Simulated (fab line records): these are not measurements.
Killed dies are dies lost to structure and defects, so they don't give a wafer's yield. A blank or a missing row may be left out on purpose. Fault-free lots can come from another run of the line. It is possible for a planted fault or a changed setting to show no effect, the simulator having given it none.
One fault through the eyes of 2 desks + flow gf180mcu + every desk sees just its own numbers, and what lay behind them comes last

## THE METROLOGY DESK
What the gauges read, lot by lot, whatever tool the lot ran on: means of the sampled wafers that have a number. Any lot whose mean is over 4 standard deviations away from the usual mean is out of limits and marked OUT; that distance is given in the brackets.
Columns: A = TOP_METAL_ALCU_RS at GF_TOP_METAL_RS_MEAS_05, usual 0.0327 ohm/sq
| lot  | first seen here | A      |
|------|-----------------|--------|
| L931 | day 27 21:30    | 0.0325 |
| L932 | day 28 02:09    | 0.0330 |
| L933 | day 28 06:32    | 0.0333 |
| L934 | day 28 13:05    | 0.0330 |
| L935 | day 29 06:03    | 0.0323 |
| L936 | day 29 15:43    | 0.0325 |
| L937 | day 29 16:24    | 0.0322 |
| L938 | day 29 19:16    | 0.0326 |
| L944 | day 31 11:11    | 0.0327 |
| L946 | day 32 08:17    | 0.0332 |
| L945 | day 32 08:34    | 0.0326 |
| L950 | day 33 03:45    | 0.0329 |
Finding of this desk: none of the 12 lots has anything out of limits.

## TOOL OWNER'S DESK, cmp-01
The tool's own readings at GF_V1_CMP_26 (polishes, stops on SiO2, t overpolish 15.68 s, target thk 0 nm): means of the sampled wafers that have a number, for each lot that ran on this tool. Any lot whose mean is over 4 standard deviations away from the usual mean is out of limits and marked OUT; that distance is given in the brackets.
Columns: A = head_pressure_psi at GF_V1_CMP_26, usual 3.500 psi; B = motor_current_A at GF_V1_CMP_26, usual 11.3 A; C = overpolish_run_s at GF_V1_CMP_26, usual 15.679 s; D = platen_rpm at GF_V1_CMP_26, usual 60.00 rpm; E = time_to_endpoint_s at GF_V1_CMP_26, usual 85 s
| lot  | first seen here | A     | B    | C      | D     | E  |
|------|-----------------|-------|------|--------|-------|----|
| L931 | day 18 19:40    | 3.496 | 10.8 | 15.684 | 60.01 | 86 |
| L933 | day 19 10:22    | 3.504 | 11.3 | 15.675 | 59.97 | 84 |
| L935 | day 20 13:31    | 3.490 | 11.9 | 15.676 | 60.05 | 84 |
| L936 | day 21 00:59    | 3.504 | 11.3 | 15.688 | 60.01 | 81 |
| L937 | day 21 02:47    | 3.501 | 10.5 | 15.685 | 59.99 | 81 |
| L938 | day 21 06:18    | 3.498 | 10.7 | 15.678 | 59.99 | 85 |
| L944 | day 23 11:11    | 3.497 | 11.6 | 15.679 | 60.01 | 89 |
| L946 | day 24 10:27    | 3.508 | 11.3 | 15.679 | 60.02 | 87 |
| L945 | day 24 12:45    | 3.505 | 11.2 | 15.689 | 59.97 | 90 |
Finding of this desk: none of the 9 lots has anything out of limits.

## BROUGHT TOGETHER
Nothing out of limits was seen by the metrology desk.
The desk of the tool owner found nothing out of limits.

## WHAT THE SIMULATOR HAD PUT IN
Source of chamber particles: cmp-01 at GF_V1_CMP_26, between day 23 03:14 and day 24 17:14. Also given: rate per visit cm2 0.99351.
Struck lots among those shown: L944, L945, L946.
